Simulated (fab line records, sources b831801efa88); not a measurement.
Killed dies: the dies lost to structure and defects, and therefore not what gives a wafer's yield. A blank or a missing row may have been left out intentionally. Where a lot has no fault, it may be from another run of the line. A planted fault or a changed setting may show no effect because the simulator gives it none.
Which of the tools did it? | flow gf180mcu | 12 lots with 36 wafers sampled at 2 steps, on a route of 602 steps

== WHAT EACH GAUGE READ, for each wafer ==
GF_M3_CD_MEAS_14: target cd 280 nm.
lot  | measured     | on        | cd_nm (nm)
L075 | day 22 02:10 | cd_sem-01 | 279.6 279.6 279.0
L077 | day 22 11:56 | cd_sem-02 | 282.5 281.0 282.4
L079 | day 23 08:34 | cd_sem-02 | 281.2 280.7 281.1
L081 | day 24 03:24 | cd_sem-02 | 281.9 280.1 280.3
L083 | day 24 12:08 | cd_sem-01 | 279.8 278.8 280.3
L085 | day 25 05:33 | cd_sem-02 | 279.7 279.5 280.7
L087 | day 25 22:25 | cd_sem-02 | 279.5 279.9 279.7
L089 | day 26 19:49 | cd_sem-01 | 279.0 278.8 279.0
L091 | day 27 06:50 | cd_sem-01 | 279.6 279.9 279.9
L093 | day 27 22:58 | cd_sem-02 | 280.7 279.4 281.1
L095 | day 28 06:17 | cd_sem-02 | 280.5 280.0 280.4
L097 | day 29 02:38 | cd_sem-02 | 280.9 281.4 281.0

== WHAT TOOL EACH LOT RAN ON (gives the tool, then ch and the chambers of the sampled wafers, and finally the start) ==
lot  | GF_M3_SPUTTER_00
L075 | pvd_sputter-01, day 21 01:29
L077 | pvd_sputter-01, day 21 12:28
L079 | pvd_sputter-01, day 22 09:47
L081 | pvd_sputter-03, day 23 05:14
L083 | pvd_sputter-01, day 23 13:37
L085 | pvd_sputter-03, day 24 07:40
L087 | pvd_sputter-03, day 25 01:17
L089 | pvd_sputter-02, day 25 22:40
L091 | pvd_sputter-02, day 26 10:05
L093 | pvd_sputter-01, day 27 02:31
L095 | pvd_sputter-02, day 27 10:17
L097 | pvd_sputter-03, day 28 06:46
- GF_M3_SPUTTER_00: material Ti, target thk 37.5 nm, time 150 s.

== THE ANSWER, worked out from the rows above alone ==
Rule: what is usual is taken from the lots themselves. Put in order of their means at a reading, lots are off if they are a third of the lots or fewer, leave a main group of 4 or more, and stand apart from it by a gap of 3 or more times the standard deviation of the main group's means; of several such gaps the widest counts. Not used: any main group whose means are identical at the precision the tables above print for the reading. A lot without any number at a reading at which 4 lots or more have one is off too. Any other lot the step has rows for is counted as sound.
None of the lots is off at any reading shown; this tells nothing.

== WHAT HAD BEEN PUT IN BY THE SIMULATOR ==
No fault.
